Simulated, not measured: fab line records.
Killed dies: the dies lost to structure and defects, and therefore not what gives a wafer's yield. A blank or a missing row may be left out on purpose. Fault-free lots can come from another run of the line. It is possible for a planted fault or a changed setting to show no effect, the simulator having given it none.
fab line records	flow gf180mcu
record: lots: 6	wafers: 18	lastDay: 34
route steps=602 shown POLY_GATE@173 HV_LDD@176
lots with no fault: from the same line, run without faults
startH: start of the lot's first displayed wafer, in hours after the record's first day	waitH: time in hours since the lot's previous step	" the same as in the row above	L1.1+2: a row that stands for several wafers	- no value present, or no start provided	* or withheld: withheld	< > ~ a bound
route shown NAME@n: a module of which the file shows steps, and the number in the route of the first	usual: the fault-free wafers' mean and standard deviation	same: alike in all rows	chamber/n: place in a boat	sites: each site's reading	_std_site: how widely they spread, as a standard deviation	_edge_site: outer sites' mean less inner sites'	radiusMm: for every site, how far away it sits from the centre of the wafer	mask NAME#n: copy n	behind: the last tool/chamber to shape the wafer	hold: why the lot was held/for how many hours/how that ended	device: transistor that didn't switch, given as n, p or np	end of line: at the end of the route, the tests of the same wafers	a step given without rows: its recipe and nothing more	killed: dies that structure and defects cost at the first sort, which is not the same as the wafer's yield	map: a wafer's dies, x killed, . not, _ none there
set.NAME: the run value of the setting; set.NAME@STEP: its run value at that earlier step	model.NAME: the simulator's own value behind a step, which no gauge read
lots seen at some steps along the route; tables by step, rows by wafer
services: a tool's chamber out of use, with start hour (startH, from the record's first day; less than 0 if before it), hours out, and reason
== steps ==
step: GF_POLY_GATE_OXIDATION_16
recipe: tempC: 850	ambient: O2	stabiliseS: 600	purgeS: 300	targetThkA: 40	oxTimeS: 899
step: GF_POLY_GATE_THK_MEAS_17
recipe: reads: SiO2_of_POLY_GATE_OXIDATION_16
usual: POLY_GATE_OXIDATION_THK: 4.02/0.065
lot.wafer	tool	chamber	startH	waitH	POLY_GATE_OXIDATION_THK[nm]
L264.3	filmMetro-01	-	214.88	0.0	3.96
L264.4	"	-	"	"	4.02
L264.6	"	-	"	"	4.05
L265.1	filmMetro-04	-	220.41	0.0	3.96
L265.3	"	-	"	"	4.00
L265.5	"	-	"	"	4.04
L268.1	filmMetro-01	-	255.80	0.0	4.05
L268.3	"	-	"	"	4.08
L268.6	"	-	"	"	3.99
L270.1	filmMetro-02	-	272.76	0.0	4.01
L270.3	"	-	"	"	4.01
L270.4	"	-	"	"	4.12
L278.3	filmMetro-02	-	314.50	0.0	3.96
L278.4	"	-	"	"	4.00
L278.6	"	-	"	"	4.00
L281.1	filmMetro-04	-	348.89	0.0	4.07
L281.3	"	-	"	"	4.09
L281.4	"	-	"	"	4.07
step: GF_POLY_GATE_CD_MEAS_18
usual: cdNm: 280.2/1.8
lot.wafer	tool	chamber	startH	waitH	cdNm
L264.3	cdSem-01	-	214.98	0.1	282.6
L264.4	"	-	"	"	282.0
L264.6	"	-	"	"	282.0
L265.1	cdSem-01	-	220.47	0.1	278.7
L265.3	"	-	"	"	279.4
L265.5	"	-	"	"	281.1
L268.1	cdSem-02	-	255.86	0.1	281.7
L268.3	"	-	"	"	280.1
L268.6	"	-	"	"	280.7
L270.1	cdSem-01	-	272.82	0.1	278.0
L270.3	"	-	"	"	281.9
L270.4	"	-	"	"	277.5
L278.3	cdSem-01	-	314.60	0.1	282.8
L278.4	"	-	"	"	283.4
L278.6	"	-	"	"	282.7
L281.1	cdSem-02	-	348.95	0.1	278.9
L281.3	"	-	"	"	280.4
L281.4	"	-	"	"	281.3
step: GF_HV_LDD_DEHYDRATE_00
recipe: tempC: 200	timeS: 60
step: GF_HV_LDD_HMDS_01
recipe: primeTimeS: 60	primeTempC: 120
step: GF_HV_LDD_COAT_02
recipe: resist: NOVOLAK	spinRpm: 3000	resistThkNm: 1000
step: GF_HV_LDD_SOFTBAKE_03
recipe: tempC: 90	timeS: 60	resist: NOVOLAK
step: GF_HV_LDD_EXPOSE_04
recipe: maskId: Nplus_LV_AREA	targetCdNm: 400	na: 0.6	sourceShape: conventional	sigmaOuter: 0.6	doseMj: 140
step: GF_HV_LDD_PEB_05
recipe: tempC: withheld	timeS: *	resist: NOVOLAK
step: GF_HV_LDD_DEVELOP_06
recipe: developTimeS: 60	devTempC: 23
step: GF_HV_LDD_CD_MEAS_07
recipe: targetCdNm: 400
usual: cdNm: 399.7/2.4
lot.wafer	tool	chamber	startH	waitH	cdNm
L264.3	cdSem-01	-	233.39	0.1	404.8
L264.4	"	-	"	"	402.3
L264.6	"	-	"	"	401.7
L265.1	cdSem-02	-	237.35	0.1	395.2
L265.3	"	-	"	"	395.6
L265.5	"	-	"	"	393.0
L268.1	cdSem-01	-	274.48	0.1	399.9
L268.3	"	-	"	"	401.3
L268.6	"	-	"	"	401.3
L270.1	cdSem-02	-	292.58	0.1	397.5
L270.3	"	-	"	"	398.6
L270.4	"	-	"	"	395.9
L278.3	cdSem-02	-	335.27	0.1	399.1
L278.4	"	-	"	"	398.2
L278.6	"	-	"	"	398.4
L281.1	cdSem-02	-	370.15	0.1	400.0
L281.3	"	-	"	"	400.0
L281.4	"	-	"	"	401.7
step: GF_HV_LDD_OVL_MEAS_08
usual: HV_LDD_OVL: -0.8/1.1
lot.wafer	tool	chamber	startH	waitH	HV_LDD_OVL[nm]
L264.3	overlay-02	-	233.48	0.1	0.2
L264.4	"	-	"	"	-1.4
L264.6	"	-	"	"	-3.0
L265.1	overlay-01	-	237.47	0.1	-0.1
L265.3	"	-	"	"	0.9
L265.5	"	-	"	"	-1.9
L268.1	overlay-02	-	274.60	0.1	-2.1
L268.3	"	-	"	"	-2.3
L268.6	"	-	"	"	-2.0
L270.1	overlay-01	-	292.70	0.1	-2.0
L270.3	"	-	"	"	-2.1
L270.4	"	-	"	"	-0.7
L278.3	overlay-02	-	335.36	0.1	-1.3
L278.4	"	-	"	"	-0.6
L278.6	"	-	"	"	-0.4
L281.1	overlay-02	-	370.27	0.1	-1.0
L281.3	"	-	"	"	-3.1
L281.4	"	-	"	"	-0.4
step: GF_HV_LDD_IMPLANT_09
recipe: species: As	energyKev: 40	doseCm2: 1e+14	tiltDeg: 7
usual: beamEnergyKeV: 39.995/0.013	beamOnS: 9.99/0.21
lot.wafer	tool	chamber	startH	waitH	beamEnergyKeV	beamOnS
L264.3	implanter-02	0	233.55	0.1	40.005	10.14
L264.4	"	0	"	"	39.989	10.13
L264.6	"	0	"	"	40.005	10.20
L265.1	implanter-03	0	237.50	0.0	40.000	9.99
L265.3	"	0	"	"	40.005	9.71
L265.5	"	0	"	"	39.986	10.07
L268.1	implanter-03	-	274.64	0.0	-	-
L268.3	"	-	"	"	-	-
L268.6	"	-	"	"	-	-
L270.1	implanter-03	-	292.74	0.0	-	-
L270.3	"	-	"	"	-	-
L270.4	"	-	"	"	-	-
L278.3	implanter-02	0	335.44	0.1	39.994	9.91
L278.4	"	0	"	"	40.010	9.76
L278.6	"	0	"	"	39.998	10.26
L281.1	implanter-01	0	370.30	0.0	39.998	9.72
L281.3	"	0	"	"	40.002	10.08
L281.4	"	0	"	"	40.000	9.65
step: GF_HV_LDD_STRIP_10
recipe: chemistry: O2/N2	powerW: 1400	pressureMtorr: 1500	platenTempC: 250	o2FlowSccm: 3000	n2FlowSccm: 300	overashFraction: 0.5
usual: drypumpMotorCurrentA: 5.8/0.39	heaterPowerW: 348/44	o2FlowSccm: 2998/9.3	oesProductAu: 0.716/0.0043	stripTimeToEndpointS: 12.65/0.035
lot.wafer	tool	chamber	startH	waitH	drypumpMotorCurrentA	heaterPowerW	o2FlowSccm	oesProductAu	rfHoursCounterH	stripTimeToEndpointS
L264.3	plasmaAsher-01	1	233.69	0.1	6.0	355	2993	0.714	-	12.61
L264.4	"	0	"	"	5.7	301	3002	0.720	-	12.69
L264.6	"	0	"	"	5.7	309	2999	0.724	-	12.67
L265.1	plasmaAsher-02	1	237.65	0.1	6.2	294	2979	0.715	13	12.68
L265.3	"	1	"	"	6.2	292	2992	0.711	-	12.61
L265.5	"	1	"	"	6.2	289	3007	0.712	-	12.67
L268.1	plasmaAsher-03	0	274.79	0.1	5.5	349	3016	0.720	64	12.69
L268.3	"	1	"	"	5.1	353	3010	0.716	-	12.67
L268.6	"	0	"	"	5.5	349	2993	0.706	-	12.64
L270.1	plasmaAsher-03	1	292.89	0.1	5.1	351	3003	0.708	67	12.65
L270.3	"	0	"	"	5.5	350	3001	0.720	-	12.70
L270.4	"	1	"	"	5.1	346	2991	0.722	-	12.65
L278.3	plasmaAsher-03	1	335.57	0.1	5.1	358	2996	0.717	-	12.63
L278.4	"	0	"	"	5.5	336	2984	0.709	-	12.60
L278.6	"	1	"	"	5.1	357	3005	0.717	-	12.62
L281.1	plasmaAsher-02	1	370.45	0.1	6.2	289	3000	0.710	28	12.64
L281.3	"	0	"	"	5.9	407	2985	0.724	-	12.60
L281.4	"	1	"	"	6.2	295	3004	0.707	-	12.63
step: GF_HV_LDD_TW_MEAS_11
usual: HV_LDD_TW: 2421/22
lot.wafer	tool	chamber	startH	waitH	HV_LDD_TW
L264.3	filmMetro-04	-	233.77	0.1	2408
L264.4	"	-	"	"	2417
L264.6	"	-	"	"	2409
L265.1	filmMetro-01	-	237.75	0.1	2444
L265.3	"	-	"	"	2428
L265.5	"	-	"	"	2448
L268.1	filmMetro-04	-	274.89	0.1	30
L268.3	"	-	"	"	30
L268.6	"	-	"	"	30
L270.1	filmMetro-01	-	292.99	0.1	30
L270.3	"	-	"	"	30
L270.4	"	-	"	"	30
L278.3	filmMetro-03	-	335.66	0.1	2404
L278.4	"	-	"	"	2420
L278.6	"	-	"	"	2415
L281.1	filmMetro-04	-	370.55	0.1	2372
L281.3	"	-	"	"	2374
L281.4	"	-	"	"	2368
step: GF_HV_LDD_DEHYDRATE_12
recipe: tempC: 200	timeS: 60
step: GF_HV_LDD_HMDS_13
recipe: primeTimeS: 60	primeTempC: 120
step: GF_HV_LDD_COAT_14
recipe: resist: NOVOLAK	spinRpm: 3000	resistThkNm: 1000
step: GF_HV_LDD_SOFTBAKE_15
recipe: tempC: 90	timeS: 60	resist: NOVOLAK
step: GF_HV_LDD_EXPOSE_16
recipe: maskId: Pplus_LV_AREA	targetCdNm: 400	na: 0.6	sourceShape: conventional	sigmaOuter: 0.6	doseMj: 140
step: GF_HV_LDD_PEB_17
recipe: tempC: withheld	timeS: *	resist: NOVOLAK
step: GF_HV_LDD_DEVELOP_18
recipe: developTimeS: 60	devTempC: 23
step: GF_HV_LDD_CD_MEAS_19
recipe: targetCdNm: 400
usual: cdNm: 399.8/2.5
lot.wafer	tool	chamber	startH	waitH	cdNm
L264.3	cdSem-01	-	251.62	0.1	399.2
L264.4	"	-	"	"	397.1
L264.6	"	-	"	"	395.4
L265.1	cdSem-02	-	256.03	0.2	398.4
L265.3	"	-	"	"	398.8
L265.5	"	-	"	"	399.9
L268.1	cdSem-02	-	294.19	0.2	400.6
L268.3	"	-	"	"	398.9
L268.6	"	-	"	"	401.3
L270.1	cdSem-02	-	312.78	0.1	396.2
L270.3	"	-	"	"	399.4
L270.4	"	-	"	"	401.9
L278.3	cdSem-02	-	357.39	0.1	394.8
L278.4	"	-	"	"	396.5
L278.6	"	-	"	"	395.7
L281.1	cdSem-01	-	393.13	0.1	399.3
L281.3	"	-	"	"	400.5
L281.4	"	-	"	"	400.0
step: GF_HV_LDD_OVL_MEAS_20
usual: HV_LDD_01_OVL: -0.2/1.4
lot.wafer	tool	chamber	startH	waitH	HV_LDD_01_OVL[nm]
L264.3	overlay-01	-	251.71	0.1	-0.7
L264.4	"	-	"	"	0.4
L264.6	"	-	"	"	-2.0
L265.1	overlay-01	-	256.15	0.1	-0.7
L265.3	"	-	"	"	0.5
L265.5	"	-	"	"	-1.9
L268.1	overlay-02	-	294.31	0.1	-0.1
L268.3	"	-	"	"	-0.6
L268.6	"	-	"	"	0.2
L270.1	overlay-01	-	312.90	0.1	3.2
L270.3	"	-	"	"	2.3
L270.4	"	-	"	"	1.8
L278.3	overlay-01	-	357.48	0.1	-1.3
L278.4	"	-	"	"	-0.3
L278.6	"	-	"	"	-0.4
L281.1	overlay-01	-	393.25	0.1	0.8
L281.3	"	-	"	"	2.8
L281.4	"	-	"	"	2.8
step: GF_HV_LDD_IMPLANT_21
recipe: species: BF2	energyKev: 25	doseCm2: 5e+13	tiltDeg: 7
step: GF_HV_LDD_STRIP_22
recipe: chemistry: O2/N2	powerW: 1400	pressureMtorr: 1500	platenTempC: 250	o2FlowSccm: 3000	n2FlowSccm: 300	overashFraction: 0.5
usual: drypumpMotorCurrentA: 5.8/0.37	heaterPowerW: 346/42	o2FlowSccm: 3001/8.8	oesProductAu: 0.716/0.0053	stripTimeToEndpointS: 12.64/0.032
lot.wafer	tool	chamber	startH	waitH	drypumpMotorCurrentA	heaterPowerW	o2FlowSccm	oesProductAu	rfHoursCounterH	stripTimeToEndpointS
L264.3	plasmaAsher-03	0	251.92	0.1	5.4	356	3007	0.719	-	12.65
L264.4	"	1	"	"	5.1	351	3002	0.708	-	12.67
L264.6	"	1	"	"	5.1	347	2993	0.716	-	12.64
L265.1	plasmaAsher-01	1	256.33	0.1	6.0	350	2993	0.717	44	12.63
L265.3	"	0	"	"	5.7	307	3015	0.721	-	12.61
L265.5	"	1	"	"	6.0	359	2993	0.720	-	12.62
L268.1	plasmaAsher-01	1	294.50	0.1	6.0	354	2997	0.723	48	12.70
L268.3	"	1	"	"	6.0	358	2995	0.710	-	12.68
L268.6	"	0	"	"	5.7	298	3000	0.715	-	12.69
L270.1	plasmaAsher-02	0	313.09	0.1	5.9	407	3023	0.710	22	12.71
L270.3	"	1	"	"	6.2	289	2995	0.715	-	12.67
L270.4	"	0	"	"	5.9	407	2996	0.717	-	12.69
L278.3	plasmaAsher-02	1	357.68	0.1	6.2	282	3001	0.710	-	12.64
L278.4	"	0	"	"	5.9	425	2991	0.707	-	12.70
L278.6	"	1	"	"	6.2	290	3004	0.716	-	12.68
L281.1	plasmaAsher-02	0	393.43	0.1	5.9	418	3006	0.716	31	12.70
L281.3	"	0	"	"	5.9	407	3002	0.719	-	12.66
L281.4	"	1	"	"	6.2	292	2997	0.715	-	12.61
step: GF_HV_LDD_TW_MEAS_23
usual: HV_LDD_2_TW: 1060/8.4
lot.wafer	tool	chamber	startH	waitH	HV_LDD_2_TW
L264.3	filmMetro-04	-	252.00	0.1	1062
L264.4	"	-	"	"	1063
L264.6	"	-	"	"	1059
L265.1	filmMetro-01	-	256.43	0.1	1069
L265.3	"	-	"	"	1071
L265.5	"	-	"	"	1072
L268.1	filmMetro-03	-	294.60	0.1	1062
L268.3	"	-	"	"	1066
L268.6	"	-	"	"	1068
L270.1	filmMetro-03	-	313.19	0.1	1052
L270.3	"	-	"	"	1055
L270.4	"	-	"	"	1062
L278.3	filmMetro-01	-	357.77	0.1	1069
L278.4	"	-	"	"	1064
L278.6	"	-	"	"	1071
L281.1	filmMetro-03	-	393.53	0.1	1057
L281.3	"	-	"	"	1058
L281.4	"	-	"	"	1059
step: GF_HV_LDD_DEHYDRATE_24
recipe: tempC: 200	timeS: 60
step: GF_HV_LDD_HMDS_25
recipe: primeTimeS: 60	primeTempC: 120
step: GF_HV_LDD_COAT_26
recipe: resist: NOVOLAK	spinRpm: 3000	resistThkNm: 1000
step: GF_HV_LDD_SOFTBAKE_27
recipe: tempC: 90	timeS: 60	resist: NOVOLAK
step: GF_HV_LDD_EXPOSE_28
recipe: maskId: Nplus_HV_AREA	targetCdNm: 400	na: 0.6	sourceShape: conventional	sigmaOuter: 0.6	doseMj: 140
step: GF_HV_LDD_PEB_29
recipe: tempC: withheld	timeS: *	resist: NOVOLAK
step: GF_HV_LDD_DEVELOP_30
recipe: developTimeS: 60	devTempC: 23
step: GF_HV_LDD_CD_MEAS_31
recipe: targetCdNm: 400
usual: cdNm: 399.9/2.6
lot.wafer	tool	chamber	startH	waitH	cdNm
L264.3	cdSem-02	-	270.07	0.1	402.1
L264.4	"	-	"	"	399.8
L264.6	"	-	"	"	403.0
L265.1	cdSem-02	-	275.08	0.1	400.6
L265.3	"	-	"	"	402.2
L265.5	"	-	"	"	401.5
L268.1	cdSem-01	-	314.28	0.1	401.2
L268.3	"	-	"	"	399.9
L268.6	"	-	"	"	402.2
L270.1	cdSem-02	-	333.98	0.1	402.9
L270.3	"	-	"	"	401.4
L270.4	"	-	"	"	402.4
L278.3	cdSem-01	-	379.17	0.1	398.0
L278.4	"	-	"	"	398.2
L278.6	"	-	"	"	397.2
L281.1	cdSem-01	-	416.53	0.1	402.2
L281.3	"	-	"	"	402.1
L281.4	"	-	"	"	401.9
step: GF_HV_LDD_OVL_MEAS_32
usual: HV_LDD_02_OVL: -0.9/1.3
lot.wafer	tool	chamber	startH	waitH	HV_LDD_02_OVL[nm]
L264.3	overlay-02	-	270.16	0.1	0.9
L264.4	"	-	"	"	-0.9
L264.6	"	-	"	"	-0.9
L265.1	overlay-01	-	275.20	0.1	-0.5
L265.3	"	-	"	"	1.2
L265.5	"	-	"	"	0.5
L268.1	overlay-02	-	314.40	0.1	-3.2
L268.3	"	-	"	"	-0.6
L268.6	"	-	"	"	-2.7
L270.1	overlay-02	-	334.10	0.1	-2.5
L270.3	"	-	"	"	-0.5
L270.4	"	-	"	"	-1.4
L278.3	overlay-02	-	379.26	0.1	-3.8
L278.4	"	-	"	"	-2.2
L278.6	"	-	"	"	-2.1
L281.1	overlay-02	-	416.65	0.1	-0.4
L281.3	"	-	"	"	-3.2
L281.4	"	-	"	"	-1.0
step: GF_HV_LDD_IMPLANT_33
recipe: species: P	energyKev: 60	doseCm2: 7.5e+12	tiltDeg: 30	rotationDeg: 0
step: GF_HV_LDD_IMPLANT_34
recipe: species: P	energyKev: 60	doseCm2: 7.5e+12	tiltDeg: 30	rotationDeg: 90
step: GF_HV_LDD_IMPLANT_35
recipe: species: P	energyKev: 60	doseCm2: 7.5e+12	tiltDeg: 30	rotationDeg: 180
step: GF_HV_LDD_IMPLANT_36
recipe: species: P	energyKev: 60	doseCm2: 7.5e+12	tiltDeg: 30	rotationDeg: 270
step: GF_HV_LDD_STRIP_37
recipe: chemistry: O2/N2	powerW: 1400	pressureMtorr: 1500	platenTempC: 250	o2FlowSccm: 3000	n2FlowSccm: 300	overashFraction: 0.5
usual: drypumpMotorCurrentA: 5.7/0.38	heaterPowerW: 344/34	o2FlowSccm: 3000/9.9	oesProductAu: 0.715/0.0043	stripTimeToEndpointS: 12.64/0.041
lot.wafer	tool	chamber	startH	waitH	drypumpMotorCurrentA	heaterPowerW	o2FlowSccm	oesProductAu	rfHoursCounterH	stripTimeToEndpointS
L264.3	plasmaAsher-03	0	270.82	0.1	5.4	345	3003	0.724	-	12.63
L264.4	"	1	"	"	5.1	353	3001	0.712	-	12.62
L264.6	"	1	"	"	5.1	351	2999	0.712	-	12.62
L265.1	plasmaAsher-01	1	275.84	0.1	6.0	351	3008	0.713	46	12.67
L265.3	"	0	"	"	5.7	298	2999	0.718	-	12.67
L265.5	"	0	"	"	5.7	308	3008	0.718	-	12.67
L268.1	plasmaAsher-03	0	315.04	0.1	5.5	349	2998	0.711	69	12.67
L268.3	"	0	"	"	5.5	343	2990	0.717	-	12.62
L268.6	"	0	"	"	5.5	336	2987	0.716	-	12.66
L270.1	plasmaAsher-03	0	334.74	0.1	5.5	348	3027	0.721	71	12.62
L270.3	"	1	"	"	5.1	356	3005	0.723	-	12.61
L270.4	"	0	"	"	5.5	349	3016	0.716	-	12.60
L278.3	plasmaAsher-01	0	379.92	0.1	5.7	313	2988	0.717	-	12.69
L278.4	"	1	"	"	6.0	345	3008	0.712	-	12.66
L278.6	"	0	"	"	5.7	302	3005	0.715	-	12.67
L281.1	plasmaAsher-03	0	417.28	0.1	5.5	343	3004	0.714	80	12.63
L281.3	"	1	"	"	5.1	361	3000	0.706	-	12.59
L281.4	"	0	"	"	5.5	343	2999	0.719	-	12.59
step: GF_HV_LDD_TW_MEAS_38
usual: HV_LDD_3_TW: 1437/15
lot.wafer	tool	chamber	startH	waitH	HV_LDD_3_TW
L264.3	filmMetro-04	-	270.91	0.1	1420
L264.4	"	-	"	"	1426
L264.6	"	-	"	"	1426
L265.1	filmMetro-01	-	275.94	0.1	1450
L265.3	"	-	"	"	1451
L265.5	"	-	"	"	1448
L268.1	filmMetro-03	-	315.14	0.1	1439
L268.3	"	-	"	"	1442
L268.6	"	-	"	"	1425
L270.1	filmMetro-01	-	334.84	0.1	1456
L270.3	"	-	"	"	1455
L270.4	"	-	"	"	1455
L278.3	filmMetro-04	-	380.00	0.1	1421
L278.4	"	-	"	"	1423
L278.6	"	-	"	"	1418
L281.1	filmMetro-04	-	417.38	0.1	1427
L281.3	"	-	"	"	1422
L281.4	"	-	"	"	1425
step: GF_HV_LDD_RS_MEAS_53
recipe: thkMeasGauge: four-point-probe
usual: HV_LDD_RS: 418.8/1.2
lot.wafer	tool	chamber	startH	waitH	HV_LDD_RS[ohm/sq]
L264.3	filmMetro-03	-	291.00	0.1	417.9
L264.4	"	-	"	"	418.7
L264.6	"	-	"	"	418.0
L265.1	filmMetro-01	-	295.62	0.1	417.3
L265.3	"	-	"	"	417.0
L265.5	"	-	"	"	418.5
L268.1	filmMetro-04	-	336.48	0.1	884.8
L268.3	"	-	"	"	884.5
L268.6	"	-	"	"	883.5
L270.1	filmMetro-04	-	357.03	0.1	885.7
L270.3	"	-	"	"	885.1
L270.4	"	-	"	"	884.3
L278.3	filmMetro-04	-	403.25	0.1	419.8
L278.4	"	-	"	"	419.3
L278.6	"	-	"	"	419.2
L281.1	filmMetro-04	-	442.08	0.1	419.6
L281.3	"	-	"	"	420.5
L281.4	"	-	"	"	420.4
== services ==
tool	chamber	startH	hours	kind
implanter-01	-	215.64	3.8	pm
implanter-01	-	238.14	1.6	repair
implanter-03	-	262.80	3.1	repair
implanter-03	-	278.33	3.3	repair
implanter-01	-	310.66	1.8	repair
implanter-01	-	318.65	1.7	repair
implanter-03	-	321.72	3.0	pm
plasmaAsher-01	-	331.19	2.1	repair
implanter-01	-	397.16	6.8	repair
implanter-01	-	416.31	4.1	repair
== key ==
firstSign: step: GF_HV_LDD_IMPLANT_09	reading: toolRecord	direction: missing
effect: step: GF_HV_LDD_TW_MEAS_11	reading: HV_LDD_TW	direction: down	sigmas: 99+	usual: 2421	struck: 30
effect: step: GF_HV_LDD_RS_MEAS_53	reading: HV_LDD_RS	direction: up	sigmas: 99+	usual: 418.8	struck: 884.7
metAt GF_HV_LDD_IMPLANT_09
struckWafers L268.1,L268.3,L268.6,L270.1,L270.3,L270.4
laterRowsLeftOut L268.1,L268.3,L268.6,L270.1,L270.3,L270.4
sortLeftOut L268.1,L268.3,L268.6,L270.1,L270.3,L270.4
testerLeftOut L268,L270
onsetBetween 237.50 274.64
fault: kind: skippedStepWhole	tool: implanter-03	chamber: -	onsetH: 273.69	steps: GF_HV_LDD_IMPLANT_09	scope: struckLotsOnly
testerLeftOut: of these lots the tester's yield and bins aren't shown, on N5 and GAA mostly nor the transistor test; their killed dies are dies lost to structure and defects alone, not to doping, threshold or leakage, so they don't give the yield
sortLeftOut: the simulated sort isn't trusted on such a fault, so these wafers' sort isn't shown, and their yield isn't known
laterRowsLeftOut: the simulator's readings of these wafers behind a module that went badly wrong aren't trusted and aren't shown, but for the sort
